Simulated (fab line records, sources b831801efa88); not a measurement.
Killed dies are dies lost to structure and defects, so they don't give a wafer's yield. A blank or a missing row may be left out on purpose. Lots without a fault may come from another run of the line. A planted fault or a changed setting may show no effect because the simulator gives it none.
Which tool did it? | flow sky130 | 6 lots, 18 wafers sampled, at 3 steps of a route of 708

WHAT THE GAUGES READ, wafer by wafer
SKY_VIA4_RS_MEAS_19: measures by four-point-probe.
lot  | measured     | on            | VIA4_W_RS (ohm/sq)
L568 | day 44 11:31 | film_metro-02 | 0.226 0.221 0.227
L569 | day 44 18:12 | film_metro-03 | 0.230 0.226 0.228
L574 | day 45 23:28 | film_metro-03 | 0.226 0.226 0.222
L579 | day 47 12:18 | film_metro-03 | 0.232 0.226 0.226
L585 | day 49 00:57 | film_metro-01 | 0.227 0.226 0.222
L588 | day 49 08:05 | film_metro-01 | 0.224 0.230 0.227

WHICH TOOL RAN EACH LOT (tool, then ch and the chambers of the sampled wafers, then the start)
lot  | SKY_DNWELL_STRIP_08                 | SKY_VIA4_STRIP_13
L568 | plasma_asher-04 ch 0,1, day 4 05:07 | plasma_asher-01 ch 0,1, day 44 10:40
L569 | plasma_asher-04 ch 0,1, day 4 09:47 | plasma_asher-01 ch 0,1, day 44 17:21
L574 | plasma_asher-02 ch 0,1, day 5 10:16 | plasma_asher-01 ch 0,1, day 45 22:38
L579 | plasma_asher-01 ch 0,1, day 6 18:08 | plasma_asher-02 ch 0,1, day 47 11:28
L585 | plasma_asher-04 ch 0,1, day 8 04:39 | plasma_asher-03 ch 0,1, day 49 00:07
L588 | plasma_asher-04 ch 0,1, day 8 13:49 | plasma_asher-01 ch 0,1, day 49 07:16
- SKY_DNWELL_STRIP_08: strips in O2/N2.
- SKY_VIA4_STRIP_13: strips in O2/N2.

THE ANSWER, worked out from the rows above alone
Rule: what is usual is taken from the lots themselves. Put in order of their means at a reading, lots are off if they are a third of the lots or fewer, leave a main group of 4 or more, and stand apart from it by a gap of 3 or more times the standard deviation of the main group's means; of several such gaps the widest counts. A main group whose means are all the same, to the digits that the tables above print for the reading, isn't used. A lot without any number at a reading at which 4 lots or more have one is off too. The other lots that the step has rows for count as sound.
No lot is off at any reading shown: from this, nothing can be told.

WHAT THE SIMULATOR HAD PUT IN
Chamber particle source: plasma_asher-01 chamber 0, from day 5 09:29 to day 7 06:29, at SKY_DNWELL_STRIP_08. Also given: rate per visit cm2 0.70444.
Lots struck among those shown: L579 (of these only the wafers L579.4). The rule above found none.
